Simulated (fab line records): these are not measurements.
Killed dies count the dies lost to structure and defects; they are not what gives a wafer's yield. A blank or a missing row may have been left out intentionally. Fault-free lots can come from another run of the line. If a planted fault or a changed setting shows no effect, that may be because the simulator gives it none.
fab line records / flow sky130
record: lots: 7 wafers: 21 last-day: 50
route steps=708 shown VT_ADJUST_LVTN@102 PAD_OPEN@708
lots untouched by any fault: they come from a run of this same line in which no faults occurred
start-h: start of the lot's first displayed wafer, in hours after the record's first day / wait-h: hours elapsed since this lot's preceding step / " identical to the entry in the row above / L1.1+2: several wafers, shown together as one row / - value missing, or start not given / * or withheld: withheld / < > ~ a bound
route shown NAME@n: a module of which the file shows steps, and the number in the route of the first / usual: the fault-free wafers' mean and standard deviation / same: alike in all rows / chamber/n: place in a boat / sites: the reading at each site / _std_site: the standard deviation of these / _edge_site: the outer-site mean with the inner-site mean subtracted / radius-mm: for every site, how far away it sits from the centre of the wafer / mask NAME#n: copy n / behind: the last tool/chamber to shape the wafer / hold: cause of the lot's hold/its duration in hours/its outcome / device: names the non-switching transistor (n, p or np) / end of line: the route-end tests of the same wafers / where a step has no rows: the recipe by itself / killed: not the wafer's yield, but the dies lost to structure and defects at the first sort / map: a wafer's dies, x killed, . not, _ none there
set.NAME: setting as actually run; set.NAME@STEP: the setting as run at that earlier step / model.NAME: the simulator's own value behind a step, which no gauge read
lots at selected steps of the route; one table per step, one row per wafer
services: a tool's chamber out of use, with start hour (start-h, from the record's first day; less than 0 if before it), hours out, and reason
== steps ==
step: SKY_VT_ADJUST_LVTN_PEB_05
recipe: temp-c: 115 time-s: withheld
step: SKY_VT_ADJUST_LVTN_DEVELOP_06
recipe: wall-angle-deg: 90 developer: TMAH develop-time-s: 60 dev-temp-c: 23
step: SKY_VT_ADJUST_LVTN_OVL_MEAS_07
usual: VT_ADJUST_LVTN_OVL: -0.2/1.2
lot.wafer=L781.4 tool=overlay-01 chamber=- start-h=149.74 wait-h=- VT_ADJUST_LVTN_OVL[nm]=-0.9
lot.wafer=L781.5 tool=overlay-01 chamber=- start-h=149.74 wait-h=- VT_ADJUST_LVTN_OVL[nm]=-1.3
lot.wafer=L781.6 tool=overlay-01 chamber=- start-h=149.74 wait-h=- VT_ADJUST_LVTN_OVL[nm]=0.2
lot.wafer=L786.1 tool=overlay-02 chamber=- start-h=181.40 wait-h=- VT_ADJUST_LVTN_OVL[nm]=0.1
lot.wafer=L786.2 tool=overlay-02 chamber=- start-h=181.40 wait-h=- VT_ADJUST_LVTN_OVL[nm]=-0.2
lot.wafer=L786.5 tool=overlay-02 chamber=- start-h=181.40 wait-h=- VT_ADJUST_LVTN_OVL[nm]=1.0
lot.wafer=L794.1 tool=overlay-02 chamber=- start-h=241.50 wait-h=- VT_ADJUST_LVTN_OVL[nm]=-0.6
lot.wafer=L794.2 tool=overlay-02 chamber=- start-h=241.50 wait-h=- VT_ADJUST_LVTN_OVL[nm]=-0.1
lot.wafer=L794.4 tool=overlay-02 chamber=- start-h=241.50 wait-h=- VT_ADJUST_LVTN_OVL[nm]=-2.2
lot.wafer=L795.1 tool=overlay-02 chamber=- start-h=241.67 wait-h=- VT_ADJUST_LVTN_OVL[nm]=-1.8
lot.wafer=L795.4 tool=overlay-02 chamber=- start-h=241.67 wait-h=- VT_ADJUST_LVTN_OVL[nm]=-2.2
lot.wafer=L795.6 tool=overlay-02 chamber=- start-h=241.67 wait-h=- VT_ADJUST_LVTN_OVL[nm]=-0.9
lot.wafer=L796.1 tool=overlay-01 chamber=- start-h=250.23 wait-h=- VT_ADJUST_LVTN_OVL[nm]=-2.9
lot.wafer=L796.4 tool=overlay-01 chamber=- start-h=250.23 wait-h=- VT_ADJUST_LVTN_OVL[nm]=-1.7
lot.wafer=L796.6 tool=overlay-01 chamber=- start-h=250.23 wait-h=- VT_ADJUST_LVTN_OVL[nm]=-2.7
lot.wafer=L797.1 tool=overlay-02 chamber=- start-h=254.80 wait-h=- VT_ADJUST_LVTN_OVL[nm]=-0.9
lot.wafer=L797.5 tool=overlay-02 chamber=- start-h=254.80 wait-h=- VT_ADJUST_LVTN_OVL[nm]=0.6
lot.wafer=L797.6 tool=overlay-02 chamber=- start-h=254.80 wait-h=- VT_ADJUST_LVTN_OVL[nm]=0.7
lot.wafer=L801.3 tool=overlay-02 chamber=- start-h=285.23 wait-h=- VT_ADJUST_LVTN_OVL[nm]=-0.1
lot.wafer=L801.4 tool=overlay-02 chamber=- start-h=285.23 wait-h=- VT_ADJUST_LVTN_OVL[nm]=-0.4
lot.wafer=L801.6 tool=overlay-02 chamber=- start-h=285.23 wait-h=- VT_ADJUST_LVTN_OVL[nm]=1.3
step: SKY_VT_ADJUST_LVTN_IMPLANT_08
recipe: species: B energy-kev: 30 dose-cm2: 1.57e+12 tilt-deg: withheld
step: SKY_VT_ADJUST_LVTN_STRIP_09
recipe: chemistry: O2/N2 power-w: 1400 pressure-mtorr: 1500 platen-temp-c: withheld o2-flow-sccm: 3000 n2-flow-sccm: 300 overash-fraction: 0.5
usual: drypump-motor-current-A: 6.0/0.43 oes-product-au: 0.722/0.0047 strip-time-to-endpoint-s: 36.89/0.11
same: overash-fraction: 0.5
lot.wafer=L781.4 tool=plasma-asher-03 chamber=0 start-h=149.94 wait-h=0.1 drypump-motor-current-A=6.1 oes-product-au=0.719 rf-hours-counter-h=- strip-time-to-endpoint-s=36.92
lot.wafer=L781.5 tool=plasma-asher-03 chamber=0 start-h=149.94 wait-h=0.1 drypump-motor-current-A=6.0 oes-product-au=0.718 rf-hours-counter-h=- strip-time-to-endpoint-s=36.83
lot.wafer=L781.6 tool=plasma-asher-03 chamber=1 start-h=149.94 wait-h=0.1 drypump-motor-current-A=5.8 oes-product-au=0.722 rf-hours-counter-h=- strip-time-to-endpoint-s=36.83
lot.wafer=L786.1 tool=plasma-asher-03 chamber=0 start-h=181.59 wait-h=0.1 drypump-motor-current-A=6.1 oes-product-au=0.724 rf-hours-counter-h=50 strip-time-to-endpoint-s=36.91
lot.wafer=L786.2 tool=plasma-asher-03 chamber=1 start-h=181.59 wait-h=0.1 drypump-motor-current-A=5.8 oes-product-au=0.720 rf-hours-counter-h=50 strip-time-to-endpoint-s=36.88
lot.wafer=L786.5 tool=plasma-asher-03 chamber=0 start-h=181.59 wait-h=0.1 drypump-motor-current-A=6.1 oes-product-au=0.724 rf-hours-counter-h=- strip-time-to-endpoint-s=36.87
lot.wafer=L794.1 tool=plasma-asher-02 chamber=1 start-h=241.69 wait-h=0.1 drypump-motor-current-A=6.6 oes-product-au=0.728 rf-hours-counter-h=12 strip-time-to-endpoint-s=36.67
lot.wafer=L794.2 tool=plasma-asher-02 chamber=0 start-h=241.69 wait-h=0.1 drypump-motor-current-A=5.1 oes-product-au=0.716 rf-hours-counter-h=12 strip-time-to-endpoint-s=36.79
lot.wafer=L794.4 tool=plasma-asher-02 chamber=1 start-h=241.69 wait-h=0.1 drypump-motor-current-A=6.6 oes-product-au=0.724 rf-hours-counter-h=- strip-time-to-endpoint-s=36.69
lot.wafer=L795.1 tool=plasma-asher-04 chamber=1 start-h=241.86 wait-h=0.1 drypump-motor-current-A=6.0 oes-product-au=0.724 rf-hours-counter-h=43 strip-time-to-endpoint-s=37.05
lot.wafer=L795.4 tool=plasma-asher-04 chamber=1 start-h=241.86 wait-h=0.1 drypump-motor-current-A=6.0 oes-product-au=0.717 rf-hours-counter-h=- strip-time-to-endpoint-s=37.03
lot.wafer=L795.6 tool=plasma-asher-04 chamber=0 start-h=241.86 wait-h=0.1 drypump-motor-current-A=6.6 oes-product-au=0.718 rf-hours-counter-h=- strip-time-to-endpoint-s=36.93
lot.wafer=L796.1 tool=plasma-asher-03 chamber=1 start-h=250.42 wait-h=0.1 drypump-motor-current-A=5.8 oes-product-au=0.719 rf-hours-counter-h=57 strip-time-to-endpoint-s=36.92
lot.wafer=L796.4 tool=plasma-asher-03 chamber=0 start-h=250.42 wait-h=0.1 drypump-motor-current-A=6.1 oes-product-au=0.726 rf-hours-counter-h=- strip-time-to-endpoint-s=36.89
lot.wafer=L796.6 tool=plasma-asher-03 chamber=0 start-h=250.42 wait-h=0.1 drypump-motor-current-A=6.1 oes-product-au=0.723 rf-hours-counter-h=- strip-time-to-endpoint-s=36.96
lot.wafer=L797.1 tool=plasma-asher-03 chamber=0 start-h=254.99 wait-h=0.1 drypump-motor-current-A=6.0 oes-product-au=0.728 rf-hours-counter-h=58 strip-time-to-endpoint-s=36.71
lot.wafer=L797.5 tool=plasma-asher-03 chamber=1 start-h=254.99 wait-h=0.1 drypump-motor-current-A=5.7 oes-product-au=0.724 rf-hours-counter-h=- strip-time-to-endpoint-s=36.87
lot.wafer=L797.6 tool=plasma-asher-03 chamber=0 start-h=254.99 wait-h=0.1 drypump-motor-current-A=6.0 oes-product-au=0.717 rf-hours-counter-h=- strip-time-to-endpoint-s=36.73
lot.wafer=L801.3 tool=plasma-asher-04 chamber=0 start-h=285.44 wait-h=0.1 drypump-motor-current-A=6.5 oes-product-au=0.724 rf-hours-counter-h=- strip-time-to-endpoint-s=36.84
lot.wafer=L801.4 tool=plasma-asher-04 chamber=1 start-h=285.44 wait-h=0.1 drypump-motor-current-A=6.0 oes-product-au=0.722 rf-hours-counter-h=- strip-time-to-endpoint-s=36.95
lot.wafer=L801.6 tool=plasma-asher-04 chamber=1 start-h=285.44 wait-h=0.1 drypump-motor-current-A=6.0 oes-product-au=0.723 rf-hours-counter-h=- strip-time-to-endpoint-s=36.98
step: SKY_VT_ADJUST_LVTN_TW_MEAS_10
usual: VT_ADJUST_LVTN_TW: 242.7/1.7
lot.wafer=L781.4 tool=film-metro-04 chamber=- start-h=150.04 wait-h=0.1 VT_ADJUST_LVTN_TW=243.3
lot.wafer=L781.5 tool=film-metro-04 chamber=- start-h=150.04 wait-h=0.1 VT_ADJUST_LVTN_TW=241.9
lot.wafer=L781.6 tool=film-metro-04 chamber=- start-h=150.04 wait-h=0.1 VT_ADJUST_LVTN_TW=244.6
lot.wafer=L786.1 tool=film-metro-03 chamber=- start-h=181.69 wait-h=0.1 VT_ADJUST_LVTN_TW=240.7
lot.wafer=L786.2 tool=film-metro-03 chamber=- start-h=181.69 wait-h=0.1 VT_ADJUST_LVTN_TW=240.2
lot.wafer=L786.5 tool=film-metro-03 chamber=- start-h=181.69 wait-h=0.1 VT_ADJUST_LVTN_TW=240.5
lot.wafer=L794.1 tool=film-metro-03 chamber=- start-h=241.79 wait-h=0.1 VT_ADJUST_LVTN_TW=240.2
lot.wafer=L794.2 tool=film-metro-03 chamber=- start-h=241.79 wait-h=0.1 VT_ADJUST_LVTN_TW=241.4
lot.wafer=L794.4 tool=film-metro-03 chamber=- start-h=241.79 wait-h=0.1 VT_ADJUST_LVTN_TW=240.8
lot.wafer=L795.1 tool=film-metro-02 chamber=- start-h=241.96 wait-h=0.1 VT_ADJUST_LVTN_TW=241.4
lot.wafer=L795.4 tool=film-metro-02 chamber=- start-h=241.96 wait-h=0.1 VT_ADJUST_LVTN_TW=242.0
lot.wafer=L795.6 tool=film-metro-02 chamber=- start-h=241.96 wait-h=0.1 VT_ADJUST_LVTN_TW=240.5
lot.wafer=L796.1 tool=film-metro-04 chamber=- start-h=250.52 wait-h=0.1 VT_ADJUST_LVTN_TW=246.7
lot.wafer=L796.4 tool=film-metro-04 chamber=- start-h=250.52 wait-h=0.1 VT_ADJUST_LVTN_TW=244.6
lot.wafer=L796.6 tool=film-metro-04 chamber=- start-h=250.52 wait-h=0.1 VT_ADJUST_LVTN_TW=245.4
lot.wafer=L797.1 tool=film-metro-04 chamber=- start-h=255.09 wait-h=0.1 VT_ADJUST_LVTN_TW=244.9
lot.wafer=L797.5 tool=film-metro-04 chamber=- start-h=255.09 wait-h=0.1 VT_ADJUST_LVTN_TW=245.6
lot.wafer=L797.6 tool=film-metro-04 chamber=- start-h=255.09 wait-h=0.1 VT_ADJUST_LVTN_TW=244.7
lot.wafer=L801.3 tool=film-metro-04 chamber=- start-h=285.53 wait-h=0.1 VT_ADJUST_LVTN_TW=243.5
lot.wafer=L801.4 tool=film-metro-04 chamber=- start-h=285.53 wait-h=0.1 VT_ADJUST_LVTN_TW=241.3
lot.wafer=L801.6 tool=film-metro-04 chamber=- start-h=285.53 wait-h=0.1 VT_ADJUST_LVTN_TW=241.4
step: SKY_VT_ADJUST_LVTN_DEHYDRATE_11
recipe: temp-c: 200 time-s: 60
step: SKY_VT_ADJUST_LVTN_HMDS_12
recipe: prime-time-s: 60 prime-temp-c: 120
step: SKY_VT_ADJUST_LVTN_COAT_13
recipe: resist: NOVOLAK spin-rpm: 3000 resist-thk-nm: 1140
step: SKY_VT_ADJUST_LVTN_SOFTBAKE_14
recipe: temp-c: 90 time-s: 60 resist: NOVOLAK
step: SKY_VT_ADJUST_LVTN_EXPOSE_15
recipe: mask-id: HVN_STD_DERIVED na: 0.6 source-shape: conventional sigma-outer: 0.6 polarization: unpolarized target-cd-nm: 600 dose-mj: 163
step: SKY_VT_ADJUST_LVTN_PEB_16
recipe: temp-c: withheld time-s: * resist: NOVOLAK
step: SKY_VT_ADJUST_LVTN_DEVELOP_17
recipe: resist: NOVOLAK developer: TMAH develop-time-s: 60 dev-temp-c: 23
usual: developer-temp-C: 23.03/0.1
lot.wafer=L781.4 tool=litho-track-02 chamber=0 start-h=170.01 wait-h=0.1 developer-temp-C=23.06
lot.wafer=L781.5 tool=litho-track-02 chamber=0 start-h=170.01 wait-h=0.1 developer-temp-C=23.20
lot.wafer=L781.6 tool=litho-track-02 chamber=0 start-h=170.01 wait-h=0.1 developer-temp-C=23.15
lot.wafer=L786.1 tool=litho-track-02 chamber=0 start-h=202.58 wait-h=0.1 developer-temp-C=23.03
lot.wafer=L786.2 tool=litho-track-02 chamber=0 start-h=202.58 wait-h=0.1 developer-temp-C=23.20
lot.wafer=L786.5 tool=litho-track-02 chamber=0 start-h=202.58 wait-h=0.1 developer-temp-C=23.25
lot.wafer=L794.1 tool=litho-track-02 chamber=0 start-h=265.28 wait-h=0.1 developer-temp-C=25.28
lot.wafer=L794.2 tool=litho-track-02 chamber=0 start-h=265.28 wait-h=0.1 developer-temp-C=25.24
lot.wafer=L794.4 tool=litho-track-02 chamber=0 start-h=265.28 wait-h=0.1 developer-temp-C=25.18
lot.wafer=L795.1 tool=litho-track-02 chamber=0 start-h=265.58 wait-h=0.1 developer-temp-C=25.19
lot.wafer=L795.4 tool=litho-track-02 chamber=0 start-h=265.58 wait-h=0.1 developer-temp-C=25.23
lot.wafer=L795.6 tool=litho-track-02 chamber=0 start-h=265.58 wait-h=0.1 developer-temp-C=25.14
lot.wafer=L796.1 tool=litho-track-02 chamber=0 start-h=274.68 wait-h=0.1 developer-temp-C=25.46
lot.wafer=L796.4 tool=litho-track-02 chamber=0 start-h=274.68 wait-h=0.1 developer-temp-C=25.36
lot.wafer=L796.6 tool=litho-track-02 chamber=0 start-h=274.68 wait-h=0.1 developer-temp-C=25.38
lot.wafer=L797.1 tool=litho-track-04 chamber=0 start-h=278.90 wait-h=0.1 developer-temp-C=23.05
lot.wafer=L797.5 tool=litho-track-04 chamber=0 start-h=278.90 wait-h=0.1 developer-temp-C=23.00
lot.wafer=L797.6 tool=litho-track-04 chamber=0 start-h=278.90 wait-h=0.1 developer-temp-C=23.06
lot.wafer=L801.3 tool=litho-track-03 chamber=0 start-h=312.57 wait-h=0.1 developer-temp-C=22.89
lot.wafer=L801.4 tool=litho-track-03 chamber=0 start-h=312.57 wait-h=0.1 developer-temp-C=23.02
lot.wafer=L801.6 tool=litho-track-03 chamber=0 start-h=312.57 wait-h=0.1 developer-temp-C=22.80
step: SKY_VT_ADJUST_LVTN_OVL_MEAS_18
usual: VT_ADJUST_LVTN_01_OVL: -0.3/1.7
lot.wafer=L781.4 tool=overlay-02 chamber=- start-h=170.10 wait-h=0.1 VT_ADJUST_LVTN_01_OVL[nm]=1.6
lot.wafer=L781.5 tool=overlay-02 chamber=- start-h=170.10 wait-h=0.1 VT_ADJUST_LVTN_01_OVL[nm]=-0.7
lot.wafer=L781.6 tool=overlay-02 chamber=- start-h=170.10 wait-h=0.1 VT_ADJUST_LVTN_01_OVL[nm]=-0.3
lot.wafer=L786.1 tool=overlay-02 chamber=- start-h=202.73 wait-h=0.1 VT_ADJUST_LVTN_01_OVL[nm]=2.1
lot.wafer=L786.2 tool=overlay-02 chamber=- start-h=202.73 wait-h=0.1 VT_ADJUST_LVTN_01_OVL[nm]=3.6
lot.wafer=L786.5 tool=overlay-02 chamber=- start-h=202.73 wait-h=0.1 VT_ADJUST_LVTN_01_OVL[nm]=0.4
lot.wafer=L794.1 tool=overlay-02 chamber=- start-h=265.43 wait-h=0.1 VT_ADJUST_LVTN_01_OVL[nm]=-1.8
lot.wafer=L794.2 tool=overlay-02 chamber=- start-h=265.43 wait-h=0.1 VT_ADJUST_LVTN_01_OVL[nm]=-1.8
lot.wafer=L794.4 tool=overlay-02 chamber=- start-h=265.43 wait-h=0.1 VT_ADJUST_LVTN_01_OVL[nm]=-0.4
lot.wafer=L795.1 tool=overlay-01 chamber=- start-h=265.73 wait-h=0.1 VT_ADJUST_LVTN_01_OVL[nm]=-4.0
lot.wafer=L795.4 tool=overlay-01 chamber=- start-h=265.73 wait-h=0.1 VT_ADJUST_LVTN_01_OVL[nm]=-5.1
lot.wafer=L795.6 tool=overlay-01 chamber=- start-h=265.73 wait-h=0.1 VT_ADJUST_LVTN_01_OVL[nm]=-5.9
lot.wafer=L796.1 tool=overlay-01 chamber=- start-h=274.83 wait-h=0.1 VT_ADJUST_LVTN_01_OVL[nm]=0.2
lot.wafer=L796.4 tool=overlay-01 chamber=- start-h=274.83 wait-h=0.1 VT_ADJUST_LVTN_01_OVL[nm]=-2.1
lot.wafer=L796.6 tool=overlay-01 chamber=- start-h=274.83 wait-h=0.1 VT_ADJUST_LVTN_01_OVL[nm]=2.9
lot.wafer=L797.1 tool=overlay-01 chamber=- start-h=279.05 wait-h=0.1 VT_ADJUST_LVTN_01_OVL[nm]=-2.1
lot.wafer=L797.5 tool=overlay-01 chamber=- start-h=279.05 wait-h=0.1 VT_ADJUST_LVTN_01_OVL[nm]=-2.2
lot.wafer=L797.6 tool=overlay-01 chamber=- start-h=279.05 wait-h=0.1 VT_ADJUST_LVTN_01_OVL[nm]=-2.1
lot.wafer=L801.3 tool=overlay-01 chamber=- start-h=312.68 wait-h=0.1 VT_ADJUST_LVTN_01_OVL[nm]=-1.6
lot.wafer=L801.4 tool=overlay-01 chamber=- start-h=312.68 wait-h=0.1 VT_ADJUST_LVTN_01_OVL[nm]=-2.1
lot.wafer=L801.6 tool=overlay-01 chamber=- start-h=312.68 wait-h=0.1 VT_ADJUST_LVTN_01_OVL[nm]=2.1
step: SKY_PAD_OPEN_PROBE_99
usual: killed_at_M0_to_M3: 43/7.3 killed_at_M4_up: 3.2/1.9 killed-at-contacts: 25/5.4 killed-at-front-end: 16/4.4 killed-at-other: 0.4/0.66 killed-dies: 87/11 killed-open: 48/7.9 killed-short: 39/6.5
same: gross-dies: 492 killed-at-back-side: 0
lot.wafer=L781.4 tool=prober-01 chamber=- start-h=1096.75 wait-h=0.2 killed_at_M0_to_M3=35 killed_at_M4_up=3 killed-at-contacts=23 killed-at-front-end=10 killed-at-other=0 killed-dies=71 killed-open=40 killed-short=31
lot.wafer=L781.5 tool=prober-01 chamber=- start-h=1096.80 wait-h=0.2 killed_at_M0_to_M3=53 killed_at_M4_up=4 killed-at-contacts=21 killed-at-front-end=8 killed-at-other=0 killed-dies=86 killed-open=51 killed-short=35
lot.wafer=L781.6 tool=prober-01 chamber=- start-h=1096.85 wait-h=0.2 killed_at_M0_to_M3=56 killed_at_M4_up=3 killed-at-contacts=29 killed-at-front-end=15 killed-at-other=0 killed-dies=103 killed-open=52 killed-short=51
lot.wafer=L786.1 tool=prober-02 chamber=- start-h=1129.66 wait-h=0.1 killed_at_M0_to_M3=42 killed_at_M4_up=5 killed-at-contacts=33 killed-at-front-end=16 killed-at-other=0 killed-dies=96 killed-open=62 killed-short=34
lot.wafer=L786.2 tool=prober-02 chamber=- start-h=1129.71 wait-h=0.1 killed_at_M0_to_M3=48 killed_at_M4_up=2 killed-at-contacts=28 killed-at-front-end=12 killed-at-other=0 killed-dies=90 killed-open=55 killed-short=35
lot.wafer=L786.5 tool=prober-02 chamber=- start-h=1129.86 wait-h=0.2 killed_at_M0_to_M3=39 killed_at_M4_up=5 killed-at-contacts=32 killed-at-front-end=17 killed-at-other=0 killed-dies=93 killed-open=44 killed-short=49
lot.wafer=L795.1 tool=prober-01 chamber=- start-h=1178.44 wait-h=0.1 killed_at_M0_to_M3=42 killed_at_M4_up=4 killed-at-contacts=18 killed-at-front-end=20 killed-at-other=1 killed-dies=85 killed-open=48 killed-short=37
lot.wafer=L795.4 tool=prober-01 chamber=- start-h=1178.59 wait-h=0.2 killed_at_M0_to_M3=49 killed_at_M4_up=0 killed-at-contacts=27 killed-at-front-end=17 killed-at-other=0 killed-dies=93 killed-open=50 killed-short=43
lot.wafer=L795.6 tool=prober-01 chamber=- start-h=1178.69 wait-h=0.2 killed_at_M0_to_M3=45 killed_at_M4_up=3 killed-at-contacts=27 killed-at-front-end=21 killed-at-other=0 killed-dies=96 killed-open=47 killed-short=49
lot.wafer=L796.1 tool=prober-02 chamber=- start-h=1179.93 wait-h=0.1 killed_at_M0_to_M3=44 killed_at_M4_up=0 killed-at-contacts=32 killed-at-front-end=14 killed-at-other=1 killed-dies=91 killed-open=54 killed-short=37
lot.wafer=L796.4 tool=prober-02 chamber=- start-h=1180.08 wait-h=0.2 killed_at_M0_to_M3=54 killed_at_M4_up=3 killed-at-contacts=28 killed-at-front-end=17 killed-at-other=0 killed-dies=102 killed-open=58 killed-short=44
lot.wafer=L796.6 tool=prober-02 chamber=- start-h=1180.18 wait-h=0.2 killed_at_M0_to_M3=54 killed_at_M4_up=2 killed-at-contacts=17 killed-at-front-end=9 killed-at-other=2 killed-dies=84 killed-open=45 killed-short=39
lot.wafer=L797.1 tool=prober-01 chamber=- start-h=1185.49 wait-h=0.1 killed_at_M0_to_M3=47 killed_at_M4_up=4 killed-at-contacts=29 killed-at-front-end=12 killed-at-other=0 killed-dies=92 killed-open=54 killed-short=38
lot.wafer=L797.5 tool=prober-01 chamber=- start-h=1185.69 wait-h=0.2 killed_at_M0_to_M3=47 killed_at_M4_up=4 killed-at-contacts=31 killed-at-front-end=28 killed-at-other=1 killed-dies=111 killed-open=67 killed-short=44
lot.wafer=L797.6 tool=prober-01 chamber=- start-h=1185.74 wait-h=0.2 killed_at_M0_to_M3=31 killed_at_M4_up=2 killed-at-contacts=25 killed-at-front-end=11 killed-at-other=0 killed-dies=69 killed-open=39 killed-short=29
lot.wafer=L801.3 tool=prober-01 chamber=- start-h=1205.05 wait-h=0.2 killed_at_M0_to_M3=41 killed_at_M4_up=5 killed-at-contacts=15 killed-at-front-end=15 killed-at-other=1 killed-dies=77 killed-open=43 killed-short=34
lot.wafer=L801.4 tool=prober-01 chamber=- start-h=1205.10 wait-h=0.2 killed_at_M0_to_M3=58 killed_at_M4_up=8 killed-at-contacts=32 killed-at-front-end=19 killed-at-other=0 killed-dies=117 killed-open=64 killed-short=53
lot.wafer=L801.6 tool=prober-01 chamber=- start-h=1205.20 wait-h=0.2 killed_at_M0_to_M3=47 killed_at_M4_up=1 killed-at-contacts=24 killed-at-front-end=20 killed-at-other=1 killed-dies=93 killed-open=47 killed-short=45
killed by level:class
L781.4 VIA1:geometric-particle:open=11 CONTACT:geometric-particle:open=11 VIA1:geometric-particle:short=7 LI_CONTACT:geometric-particle:open=6 CONTACT:geometric-particle:short=5 METAL2:geometric-particle:short=4 FIELD_ISO:geometric-particle:short=3 METAL4:geometric-particle:short=3
L781.5 CONTACT:geometric-particle:open=14 METAL2:geometric-particle:short=11 VIA1:geometric-particle:open=10 VIA2:geometric-particle:open=9 VIA3:geometric-particle:open=7 POLY_GATE:geometric-particle:open=4 VIA1:geometric-particle:short=4 LI_CONTACT:geometric-particle:open=3
L781.6 VIA3:geometric-particle:open=11 VIA1:geometric-particle:open=11 CONTACT:geometric-particle:open=9 METAL1:geometric-particle:short=8 LI_CONTACT:geometric-particle:open=7 METAL2:geometric-particle:short=7 POLY_GATE:geometric-particle:short=5 FIELD_ISO:geometric-particle:open=4
L786.1 CONTACT:geometric-particle:open=20 VIA1:geometric-particle:open=12 VIA2:geometric-particle:open=9 LI_CONTACT:geometric-particle:open=7 METAL1:geometric-particle:short=6 FIELD_ISO:geometric-particle:open=5 FIELD_ISO:geometric-particle:short=4 METAL4:geometric-particle:short=4
L786.2 VIA1:geometric-particle:open=18 LI_CONTACT:geometric-particle:open=12 CONTACT:geometric-particle:short=7 CONTACT:geometric-particle:open=7 METAL1:geometric-particle:short=5 METAL2:geometric-particle:short=5 VIA1:geometric-particle:short=4 METAL2:geometric-particle:open=4
L786.5 CONTACT:geometric-particle:open=11 LI_CONTACT:geometric-particle:open=9 VIA1:geometric-particle:short=9 VIA1:geometric-particle:open=8 METAL2:geometric-particle:short=7 FIELD_ISO:geometric-particle:short=6 CONTACT:geometric-particle:short=6 FIELD_ISO:geometric-particle:open=4
L795.1 VIA1:geometric-particle:open=15 CONTACT:geometric-particle:open=9 METAL1:geometric-particle:short=8 FIELD_ISO:geometric-particle:short=6 FIELD_ISO:geometric-particle:open=5 METAL2:geometric-particle:short=5 LI_CONTACT:geometric-particle:open=5 VIA1:geometric-particle:short=5
L795.4 CONTACT:geometric-particle:open=14 VIA1:geometric-particle:open=10 VIA2:geometric-particle:open=10 LOCAL_INTERCONNECT:geometric-particle:short=6 VIA3:geometric-particle:short=5 VIA2:geometric-particle:short=5 METAL3:geometric-particle:short=5 VIA3:geometric-particle:open=5
L795.6 VIA1:geometric-particle:open=11 LI_CONTACT:geometric-particle:open=10 CONTACT:geometric-particle:open=7 METAL1:geometric-particle:short=7 VIA1:geometric-particle:short=6 FIELD_ISO:geometric-particle:open=5 POLY_GATE:geometric-particle:short=4 LOCAL_INTERCONNECT:geometric-particle:short=4
L796.1 CONTACT:geometric-particle:open=10 VIA3:geometric-particle:open=9 CONTACT:geometric-particle:short=8 LI_CONTACT:geometric-particle:open=7 VIA2:geometric-particle:open=7 VIA1:geometric-particle:open=6 METAL1:geometric-particle:short=5 LOCAL_INTERCONNECT:geometric-particle:short=5
L796.4 CONTACT:geometric-particle:open=14 VIA1:geometric-particle:open=10 POLY_GATE:geometric-particle:open=9 VIA3:geometric-particle:short=8 METAL2:geometric-particle:short=6 VIA1:geometric-particle:short=6 LI_CONTACT:geometric-particle:open=5 METAL1:geometric-particle:short=5
L796.6 VIA2:geometric-particle:open=13 VIA1:geometric-particle:open=10 METAL1:geometric-particle:short=9 CONTACT:geometric-particle:open=7 VIA3:geometric-particle:short=5 LI_CONTACT:geometric-particle:open=4 CONTACT:geometric-particle:short=4 VIA1:geometric-particle:short=4
L797.1 VIA1:geometric-particle:open=12 CONTACT:geometric-particle:open=10 METAL1:geometric-particle:short=8 LI_CONTACT:geometric-particle:open=7 METAL2:geometric-particle:short=7 VIA2:geometric-particle:open=5 FIELD_ISO:geometric-particle:short=4 METAL1:geometric-particle:open=4
L797.5 CONTACT:geometric-particle:open=14 VIA2:geometric-particle:open=14 VIA1:geometric-particle:open=12 FIELD_ISO:geometric-particle:short=11 LI_CONTACT:geometric-particle:open=9 FIELD_ISO:geometric-particle:open=6 POLY_GATE:geometric-particle:short=6 METAL1:geometric-particle:short=5
L797.6 VIA1:geometric-particle:open=11 LI_CONTACT:geometric-particle:open=9 CONTACT:geometric-particle:open=6 POLY_GATE:geometric-particle:open=4 LOCAL_INTERCONNECT:geometric-particle:short=4 METAL1:geometric-particle:short=4 FIELD_ISO:geometric-particle:short=3 LI_CONTACT:geometric-particle:short=3
L801.3 VIA1:geometric-particle:open=10 VIA3:geometric-particle:open=8 LI_CONTACT:geometric-particle:open=6 METAL1:geometric-particle:short=5 FIELD_ISO:geometric-particle:short=4 POLY_GATE:geometric-particle:open=4 POLY_GATE:geometric-particle:short=4 METAL2:geometric-particle:short=4
L801.4 CONTACT:geometric-particle:open=16 VIA3:geometric-particle:open=10 METAL1:geometric-particle:short=8 VIA1:geometric-particle:open=8 VIA1:geometric-particle:short=8 CONTACT:geometric-particle:short=7 METAL2:geometric-particle:short=7 FIELD_ISO:geometric-particle:open=6
L801.6 VIA1:geometric-particle:open=11 CONTACT:geometric-particle:short=7 METAL1:geometric-particle:short=7 VIA2:geometric-particle:open=7 FIELD_ISO:geometric-particle:open=5 LI_CONTACT:geometric-particle:open=5 CONTACT:geometric-particle:open=5 METAL2:geometric-particle:short=5
== services ==
tool=plasma-asher-04 chamber=- start-h=126.98 hours=0.7 kind=repair
tool=plasma-asher-04 chamber=- start-h=145.75 hours=2.8 kind=pm
tool=plasma-asher-02 chamber=- start-h=219.84 hours=0.4 kind=repair
tool=plasma-asher-04 chamber=- start-h=253.11 hours=1.2 kind=repair
== key ==
first-sign: step: SKY_VT_ADJUST_LVTN_DEVELOP_17 reading: developer-temp-C direction: up sigmas: 22 usual: * struck: *
effect none on later readings
met-at SKY_VT_ADJUST_LVTN_DEVELOP_17
struck-wafers L794.1,L794.2,L794.4,L795.1,L795.4,L795.6,L796.1,L796.4,L796.6
tester-left-out L794,L795,L796
onset-between 202.58 265.28
fault: kind: process-parameter-drift tool: litho-track-02 chamber: - onset-h: 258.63 steps: SKY_VT_ADJUST_LVTN_DEVELOP_17 channel: dev-temp-c offset: * shape: step end-h: 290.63 acts-in: * stated: *
tester-left-out: of these lots the tester's yield and bins aren't shown, on N5 and GAA mostly nor the transistor test; their killed dies are dies lost to structure and defects alone, not to doping, threshold or leakage, so they don't give the yield
